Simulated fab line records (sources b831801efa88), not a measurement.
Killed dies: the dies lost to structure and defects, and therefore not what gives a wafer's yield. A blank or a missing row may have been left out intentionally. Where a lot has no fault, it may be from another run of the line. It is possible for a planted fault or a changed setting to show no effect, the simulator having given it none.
Which tool was responsible? / flow sky130 / 45 wafers from 15 lots sampled at 4 of the route's 708 steps

== WHAT THE GAUGES READ, wafer by wafer ==
SKY_FIELD_ISO_THK_MEAS_04.
lot=L127; measured=day 1 18:30; on=film_metro-04; FIELD_ISO_CVD_03_THK (nm)=162.2 163.1 162.2
lot=L128; measured=day 2 00:48; on=film_metro-01; FIELD_ISO_CVD_03_THK (nm)=167.1 167.2 166.0
lot=L129; measured=day 2 04:47; on=film_metro-02; FIELD_ISO_CVD_03_THK (nm)=164.4 165.0 164.2
lot=L130; measured=day 2 09:29; on=film_metro-02; FIELD_ISO_CVD_03_THK (nm)=163.2 163.4 165.6
lot=L132; measured=day 2 19:59; on=film_metro-02; FIELD_ISO_CVD_03_THK (nm)=163.6 163.8 163.6
lot=L135; measured=day 3 10:29; on=film_metro-01; FIELD_ISO_CVD_03_THK (nm)=163.3 164.4 164.8
lot=L136; measured=day 3 15:29; on=film_metro-01; FIELD_ISO_CVD_03_THK (nm)=165.3 163.5 165.5
lot=L137; measured=day 3 20:43; on=film_metro-02; FIELD_ISO_CVD_03_THK (nm)=163.6 164.4 164.0
lot=L138; measured=day 4 01:49; on=film_metro-02; FIELD_ISO_CVD_03_THK (nm)=164.2 164.7 165.6
lot=L143; measured=day 5 02:43; on=film_metro-01; FIELD_ISO_CVD_03_THK (nm)=164.2 165.1 165.0
lot=L144; measured=day 5 08:05; on=film_metro-01; FIELD_ISO_CVD_03_THK (nm)=167.7 168.3 165.8
lot=L145; measured=day 5 13:41; on=film_metro-01; FIELD_ISO_CVD_03_THK (nm)=166.3 167.1 165.4
lot=L146; measured=day 5 18:36; on=film_metro-04; FIELD_ISO_CVD_03_THK (nm)=163.7 164.9 166.2
lot=L148; measured=day 6 04:00; on=film_metro-01; FIELD_ISO_CVD_03_THK (nm)=166.6 166.4 166.8
lot=L149; measured=day 6 11:57; on=film_metro-04; FIELD_ISO_CVD_03_THK (nm)=165.4 166.2 164.6

SKY_SONOS_ONO_OVL_MEAS_14.
lot=L127; measured=day 12 22:40; on=overlay-02; SONOS_ONO_OVL (nm)=-3.5 -2.0 -1.2
lot=L128; measured=day 13 06:53; on=overlay-01; SONOS_ONO_OVL (nm)=-2.9 -3.6 -3.4
lot=L129; measured=day 13 12:48; on=overlay-02; SONOS_ONO_OVL (nm)=-1.1 -0.2 -0.7
lot=L130; measured=day 14 00:42; on=overlay-02; SONOS_ONO_OVL (nm)=0.5 0.1 1.9
lot=L132; measured=day 14 14:56; on=overlay-01; SONOS_ONO_OVL (nm)=-2.1 -1.7 -3.0
lot=L138; measured=day 16 15:03; on=overlay-02; SONOS_ONO_OVL (nm)=-2.1 0.6 -0.3
lot=L143; measured=day 18 12:37; on=overlay-02; SONOS_ONO_OVL (nm)=-1.5 0.1 -0.3
lot=L144; measured=day 18 21:05; on=overlay-01; SONOS_ONO_OVL (nm)=2.1 1.5 1.3
lot=L145; measured=day 19 01:15; on=overlay-01; SONOS_ONO_OVL (nm)=-1.1 -1.1 -0.8
lot=L146; measured=day 19 06:50; on=overlay-01; SONOS_ONO_OVL (nm)=0.5 1.5 0.2
lot=L148; measured=day 20 03:51; on=overlay-02; SONOS_ONO_OVL (nm)=0.8 0.7 0.3
lot=L149; measured=day 20 13:37; on=overlay-01; SONOS_ONO_OVL (nm)=-0.3 -1.6 0.4

== WHAT TOOL EACH LOT RAN ON (gives the tool, then ch and the chambers of the sampled wafers, and finally the start) ==
lot=L127; SKY_FIELD_ISO_PEB_11=litho_track-01 ch 0, day 2 08:00; SKY_NWELL_RTA_28=rtp_anneal-02 ch 0, day 5 13:27
lot=L128; SKY_FIELD_ISO_PEB_11=litho_track-02 ch 0, day 2 15:00; SKY_NWELL_RTA_28=rtp_anneal-01 ch 0, day 5 20:37
lot=L129; SKY_FIELD_ISO_PEB_11=litho_track-01 ch 0, day 2 19:00; SKY_NWELL_RTA_28=rtp_anneal-01 ch 0, day 6 02:28
lot=L130; SKY_FIELD_ISO_PEB_11=litho_track-02 ch 0, day 3 00:00; SKY_NWELL_RTA_28=rtp_anneal-01 ch 0, day 6 09:55
lot=L132; SKY_FIELD_ISO_PEB_11=litho_track-01 ch 0, day 3 11:00; SKY_NWELL_RTA_28=rtp_anneal-01 ch 0, day 6 20:34
lot=L135; SKY_FIELD_ISO_PEB_11=litho_track-01, day 4 02:00; SKY_NWELL_RTA_28=-
lot=L136; SKY_FIELD_ISO_PEB_11=litho_track-01, day 4 06:00; SKY_NWELL_RTA_28=-
lot=L137; SKY_FIELD_ISO_PEB_11=litho_track-03, day 4 12:00; SKY_NWELL_RTA_28=-
lot=L138; SKY_FIELD_ISO_PEB_11=litho_track-03 ch 0, day 4 18:00; SKY_NWELL_RTA_28=rtp_anneal-01 ch 0, day 8 07:38
lot=L143; SKY_FIELD_ISO_PEB_11=litho_track-01 ch 0, day 5 20:00; SKY_NWELL_RTA_28=rtp_anneal-02 ch 0, day 9 16:55
lot=L144; SKY_FIELD_ISO_PEB_11=litho_track-03 ch 0, day 6 02:00; SKY_NWELL_RTA_28=rtp_anneal-01 ch 0, day 9 22:16
lot=L145; SKY_FIELD_ISO_PEB_11=litho_track-03 ch 0, day 6 07:00; SKY_NWELL_RTA_28=rtp_anneal-02 ch 0, day 10 00:25
lot=L146; SKY_FIELD_ISO_PEB_11=litho_track-01 ch 0, day 6 12:00; SKY_NWELL_RTA_28=rtp_anneal-01 ch 0, day 10 06:40
lot=L148; SKY_FIELD_ISO_PEB_11=litho_track-01 ch 0, day 6 22:00; SKY_NWELL_RTA_28=rtp_anneal-01 ch 0, day 10 19:09
lot=L149; SKY_FIELD_ISO_PEB_11=litho_track-03 ch 0, day 7 07:00; SKY_NWELL_RTA_28=rtp_anneal-02 ch 0, day 11 03:12
- SKY_FIELD_ISO_PEB_11
- SKY_NWELL_RTA_28: time 30 s.

== AS READ BY THE TOOLS THEMSELVES (means over the sampled wafers that have a number; for cases with no such wafer, the mark the record gives instead) ==
SKY_FIELD_ISO_PEB_11.
lot=L127; tool=litho_track-01; exhaust_pa (Pa)=44.5
lot=L128; tool=litho_track-02; exhaust_pa (Pa)=45.9
lot=L129; tool=litho_track-01; exhaust_pa (Pa)=45.2
lot=L130; tool=litho_track-02; exhaust_pa (Pa)=45.0
lot=L132; tool=litho_track-01; exhaust_pa (Pa)=45.0
lot=L135; tool=litho_track-01; exhaust_pa (Pa)=-
lot=L136; tool=litho_track-01; exhaust_pa (Pa)=-
lot=L137; tool=litho_track-03; exhaust_pa (Pa)=-
lot=L138; tool=litho_track-03; exhaust_pa (Pa)=45.8
lot=L143; tool=litho_track-01; exhaust_pa (Pa)=45.1
lot=L144; tool=litho_track-03; exhaust_pa (Pa)=46.0
lot=L145; tool=litho_track-03; exhaust_pa (Pa)=44.0
lot=L146; tool=litho_track-01; exhaust_pa (Pa)=44.5
lot=L148; tool=litho_track-01; exhaust_pa (Pa)=44.4
lot=L149; tool=litho_track-03; exhaust_pa (Pa)=45.0

SKY_NWELL_RTA_28.
lot=L127; tool=rtp_anneal-02; lamp_power_pct (%)=25.30; wafer_temp_C_max=1054.9
lot=L128; tool=rtp_anneal-01; lamp_power_pct (%)=25.36; wafer_temp_C_max=1054.1
lot=L129; tool=rtp_anneal-01; lamp_power_pct (%)=25.31; wafer_temp_C_max=1054.9
lot=L130; tool=rtp_anneal-01; lamp_power_pct (%)=25.30; wafer_temp_C_max=1054.4
lot=L132; tool=rtp_anneal-01; lamp_power_pct (%)=25.30; wafer_temp_C_max=1055.0
lot=L138; tool=rtp_anneal-01; lamp_power_pct (%)=25.30; wafer_temp_C_max=1054.0
lot=L143; tool=rtp_anneal-02; lamp_power_pct (%)=25.31; wafer_temp_C_max=1055.4
lot=L144; tool=rtp_anneal-01; lamp_power_pct (%)=25.32; wafer_temp_C_max=1055.4
lot=L145; tool=rtp_anneal-02; lamp_power_pct (%)=25.35; wafer_temp_C_max=1054.9
lot=L146; tool=rtp_anneal-01; lamp_power_pct (%)=25.29; wafer_temp_C_max=1054.1
lot=L148; tool=rtp_anneal-01; lamp_power_pct (%)=25.31; wafer_temp_C_max=1054.2
lot=L149; tool=rtp_anneal-02; lamp_power_pct (%)=25.31; wafer_temp_C_max=1054.7

== THE ANSWER, worked out from the rows above alone ==
Rule: the usual values come from the lots themselves. The widest of any qualifying gaps counts: lots, ordered by their means at a reading, are off when they make up no more than a third of the lots, leave a main group of 4 or more, and stand apart from it by 3 or more times the standard deviation of that group's means. Not used: any main group whose means are identical at the precision the tables above print for the reading. A lot without any number at a reading at which 4 lots or more have one is off too. Where the step has rows for the other lots, those lots are counted as sound. First the gauges in route order, then the tools' own readings, where a lot's mean is used as printed above. The first step at which some lot is off is used, and at that step the reading that is off furthest; a lot without a number counts as furthest.
Off: L135, L136, L137, at SKY_FIELD_ISO_PEB_11 (exhaust_pa). Without a number there: L135, L136, L137. For the main group the mean is 45.0 Pa and the standard deviation 0.6.
If a tool, at that step or one of the process steps before it, ran each lot that is off and ran no sound lot following the first of them, it fits. No candidate that was tried fits.

== WHAT THE SIMULATOR HAD PUT IN ==
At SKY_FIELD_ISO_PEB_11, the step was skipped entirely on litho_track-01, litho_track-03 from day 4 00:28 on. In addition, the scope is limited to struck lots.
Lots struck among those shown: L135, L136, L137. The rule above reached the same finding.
